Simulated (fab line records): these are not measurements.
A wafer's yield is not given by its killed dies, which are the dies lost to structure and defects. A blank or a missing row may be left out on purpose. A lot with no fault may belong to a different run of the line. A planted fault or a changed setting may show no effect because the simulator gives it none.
Which of the tools did it? | flow sky130 | 21 wafers from 7 lots sampled at 5 of the route's 708 steps

== WHAT THE GAUGES READ, wafer by wafer ==
SKY_CAP2M_THK_MEAS_01.
lot  | measured     | on           | CAP2M_CVD_00_THK (nm)
L332 | day 41 05:31 | filmMetro-02 | 15.56 15.58 15.82
L334 | day 41 13:46 | filmMetro-03 | 15.35 15.87 15.29
L337 | day 42 11:37 | filmMetro-01 | 15.52 16.02 15.69
L340 | day 43 05:37 | filmMetro-03 | 15.70 15.43 15.60
L353 | day 46 03:07 | filmMetro-01 | 15.39 15.72 15.67

== WHICH TOOL RAN EACH LOT (tool, then ch and the chambers of the sampled wafers, then the start) ==
lot  | SKY_CAPM_METAL_ETCH_13           | SKY_VIA3_ETCH_15                  | SKY_VIA3_STRIP_16                   | SKY_METAL4_SPUTTER_01
L332 | rieMetal-03 ch 0,1, day 39 00:44 | rieDiel-04 ch 0,2,3, day 41 04:01 | plasmaAsher-02 ch 0,1, day 41 04:04 | pvdSputter-03, day 41 05:21
L334 | rieMetal-04 ch 0,1, day 39 09:06 | rieDiel-03 ch 0,1,2, day 41 12:12 | plasmaAsher-04 ch 0,1, day 41 12:16 | pvdSputter-03, day 41 13:36
L337 | rieMetal-03 ch 0,1, day 40 06:57 | rieDiel-01 ch 0,1,2, day 42 09:51 | plasmaAsher-01 ch 0, day 42 09:55   | pvdSputter-02, day 42 11:26
L340 | rieMetal-04 ch 0,1, day 41 01:55 | rieDiel-03 ch 0,1, day 43 03:50   | plasmaAsher-02 ch 0,1, day 43 03:54 | pvdSputter-02, day 43 05:28
L348 | rieMetal-03 ch 0,1, day 42 22:23 | rieDiel-04 ch 1,2,3, day 44 22:59 | plasmaAsher-04 ch 0,1, day 44 23:03 | -
L350 | rieMetal-03 ch 0,1, day 43 15:47 | rieDiel-04 ch 0,2,3, day 45 15:01 | plasmaAsher-02 ch 0,1, day 45 15:04 | -
L353 | rieMetal-04 ch 0,1, day 44 03:58 | rieDiel-01 ch 0,3, day 46 01:30   | plasmaAsher-02 ch 0,1, day 46 01:34 | pvdSputter-02, day 46 02:57
- SKY_CAPM_METAL_ETCH_13: etches TiN in Cl2/BCl3, stops on SiO2, target depth 220 nm, time 62.9 s.
- SKY_VIA3_ETCH_15: etches SiO2 in C4F8/O2/Ar, stops on TiN, target depth 507 nm, time 78 s.
- SKY_VIA3_STRIP_16: strips in O2/N2.
- SKY_METAL4_SPUTTER_01: material TiN, target thk 20 nm, time 16.7 s.

== THE ANSWER, worked out from the rows above alone ==
Rule: the lots themselves supply what counts as usual. Put in order of their means at a reading, lots are off if they are a third of the lots or fewer, leave a main group of 4 or more, and stand apart from it by a gap of 3 or more times the standard deviation of the main group's means; of several such gaps the widest counts. Not used: any main group whose means are identical at the precision the tables above print for the reading. A lot without any number at a reading at which 4 lots or more have one is off too. Where the step has rows for the other lots, those lots are counted as sound.
No lot is off at any reading shown: from this, nothing can be told.

== WHAT WAS PUT IN BY THE SIMULATOR ==
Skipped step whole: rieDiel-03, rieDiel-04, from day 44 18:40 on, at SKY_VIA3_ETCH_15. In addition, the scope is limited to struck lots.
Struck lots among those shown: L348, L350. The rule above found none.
